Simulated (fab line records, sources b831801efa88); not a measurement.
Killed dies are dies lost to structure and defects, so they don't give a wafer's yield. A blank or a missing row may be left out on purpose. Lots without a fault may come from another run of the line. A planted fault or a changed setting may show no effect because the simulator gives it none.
Which tool did it? | flow sky130 | 11 lots, 33 wafers sampled, at 2 steps of a route of 708

WHAT THE GAUGES READ, wafer by wafer
SKY_POLY_GATE_THK_MEAS_01.
lot  | measured     | on            | POLY_GATE_CVD_00_THK (nm)
L293 | day 14 11:31 | film_metro-01 | 178.5 179.3 179.3
L298 | day 16 09:28 | film_metro-03 | 181.7 180.7 181.2
L300 | day 16 22:54 | film_metro-01 | 179.0 179.5 179.8
L301 | day 17 03:41 | film_metro-04 | 178.8 179.1 178.3
L302 | day 17 21:23 | film_metro-01 | 180.5 181.6 180.5
L303 | day 18 01:46 | film_metro-04 | 179.9 178.0 178.5
L304 | day 18 14:11 | film_metro-03 | 164.2 166.2 166.2
L305 | day 18 22:27 | film_metro-01 | 167.0 165.8 165.6
L306 | day 19 02:34 | film_metro-04 | 167.1 165.4 164.8
L314 | day 21 21:32 | film_metro-01 | 176.4 178.6 177.2
L315 | day 22 03:20 | film_metro-03 | 179.4 178.7 179.8

WHICH TOOL RAN EACH LOT (tool, then ch and the chambers of the sampled wafers, then the start)
lot  | SKY_POLY_GATE_CVD_00
L293 | lpcvd-01 ch 1, day 14 10:19
L298 | lpcvd-01 ch 0, day 16 08:16
L300 | lpcvd-01 ch 1, day 16 21:42
L301 | lpcvd-01 ch 0, day 17 02:29
L302 | lpcvd-01 ch 0, day 17 20:11
L303 | lpcvd-01 ch 0, day 18 00:34
L304 | lpcvd-01 ch 1, day 18 12:59
L305 | lpcvd-01 ch 1, day 18 21:15
L306 | lpcvd-01 ch 1, day 19 01:21
L314 | lpcvd-01 ch 0, day 21 20:20
L315 | lpcvd-01 ch 0, day 22 02:08
- SKY_POLY_GATE_CVD_00: deposits poly-Si, target thk 180 nm, time 720 s.

THE ANSWER, worked out from the rows above alone
Rule: what is usual is taken from the lots themselves. Put in order of their means at a reading, lots are off if they are a third of the lots or fewer, leave a main group of 4 or more, and stand apart from it by a gap of 3 or more times the standard deviation of the main group's means; of several such gaps the widest counts. A main group whose means are all the same, to the digits that the tables above print for the reading, isn't used. A lot without any number at a reading at which 4 lots or more have one is off too. The other lots that the step has rows for count as sound.
Off: L304, L305, L306, at SKY_POLY_GATE_THK_MEAS_01 (POLY_GATE_CVD_00_THK). The main group: mean 179.3 nm, standard deviation 1.1.
A tool fits if, at a process step before that reading, it ran every lot that is off, and no sound lot after the first of them. The gauges at SKY_POLY_GATE_THK_MEAS_01 are tried like those tools. None of those tried fits.

WHAT THE SIMULATOR HAD PUT IN
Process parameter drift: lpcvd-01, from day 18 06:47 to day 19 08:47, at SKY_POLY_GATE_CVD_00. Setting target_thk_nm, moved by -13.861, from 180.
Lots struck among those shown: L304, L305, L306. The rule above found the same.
